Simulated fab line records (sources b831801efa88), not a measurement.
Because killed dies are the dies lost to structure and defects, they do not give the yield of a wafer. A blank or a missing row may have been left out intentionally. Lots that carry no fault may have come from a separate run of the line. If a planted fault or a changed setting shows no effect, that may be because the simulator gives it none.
Which of the tools did it? || flow gf180mcu || 7 lots, 21 wafers sampled, at 3 steps of a route of 602

WHAT THE GAUGES SHOWED, per wafer
GF_M2_THK_MEAS_06: measures by xrf.
{"lot": "L277", "measured": "day 18 09:29", "on": "film-metro-02", "M2_ALCU_THK (nm)": "446 451 443"}
{"lot": "L279", "measured": "day 19 08:01", "on": "film-metro-03", "M2_ALCU_THK (nm)": "453 447 453"}
{"lot": "L281", "measured": "day 20 03:58", "on": "film-metro-02", "M2_ALCU_THK (nm)": "449 448 451"}
{"lot": "L292", "measured": "day 23 23:49", "on": "film-metro-01", "M2_ALCU_THK (nm)": "450 455 443"}
{"lot": "L295", "measured": "day 25 15:34", "on": "film-metro-02", "M2_ALCU_THK (nm)": "465 458 461"}
{"lot": "L298", "measured": "day 26 02:08", "on": "film-metro-01", "M2_ALCU_THK (nm)": "455 450 459"}

WHICH TOOL RAN EACH LOT (tool, then ch and the chambers of the sampled wafers, then the start)
{"lot": "L277", "GF_CONTACT_PEB_12": "litho-track-04 ch 0, day 16 07:31", "GF_V1_SPUTTER_22": "pvd-sputter-04, day 18 08:31"}
{"lot": "L279", "GF_CONTACT_PEB_12": "litho-track-01 ch 0, day 17 03:04", "GF_V1_SPUTTER_22": "pvd-sputter-02, day 19 07:01"}
{"lot": "L281", "GF_CONTACT_PEB_12": "litho-track-01 ch 0, day 17 22:37", "GF_V1_SPUTTER_22": "pvd-sputter-02, day 20 02:59"}
{"lot": "L283", "GF_CONTACT_PEB_12": "litho-track-04, day 18 19:19", "GF_V1_SPUTTER_22": "-"}
{"lot": "L292", "GF_CONTACT_PEB_12": "litho-track-01 ch 0, day 21 22:05", "GF_V1_SPUTTER_22": "pvd-sputter-02, day 23 22:50"}
{"lot": "L295", "GF_CONTACT_PEB_12": "litho-track-02 ch 0, day 23 14:55", "GF_V1_SPUTTER_22": "pvd-sputter-02, day 25 14:35"}
{"lot": "L298", "GF_CONTACT_PEB_12": "litho-track-02 ch 0, day 24 01:49", "GF_V1_SPUTTER_22": "pvd-sputter-03, day 26 01:10"}
- GF_CONTACT_PEB_12: peb time 90 s.
- GF_V1_SPUTTER_22: material TiN, target thk 10 nm, time 40 s.

THE ANSWER, worked out from the rows above alone
Rule: what is usual is taken from the lots themselves. Put in order of their means at a reading, lots are off if they are a third of the lots or fewer, leave a main group of 4 or more, and stand apart from it by a gap of 3 or more times the standard deviation of the main group's means; of several such gaps the widest counts. A main group is skipped when, at the precision printed for the reading in the tables above, its means are all equal. Also off: a lot with no number at a reading for which 4 or more lots have one. The other lots that the step has rows for count as sound.
None of the lots is off at any reading shown; this tells nothing.

WHAT THE SIMULATOR HAD PUT IN
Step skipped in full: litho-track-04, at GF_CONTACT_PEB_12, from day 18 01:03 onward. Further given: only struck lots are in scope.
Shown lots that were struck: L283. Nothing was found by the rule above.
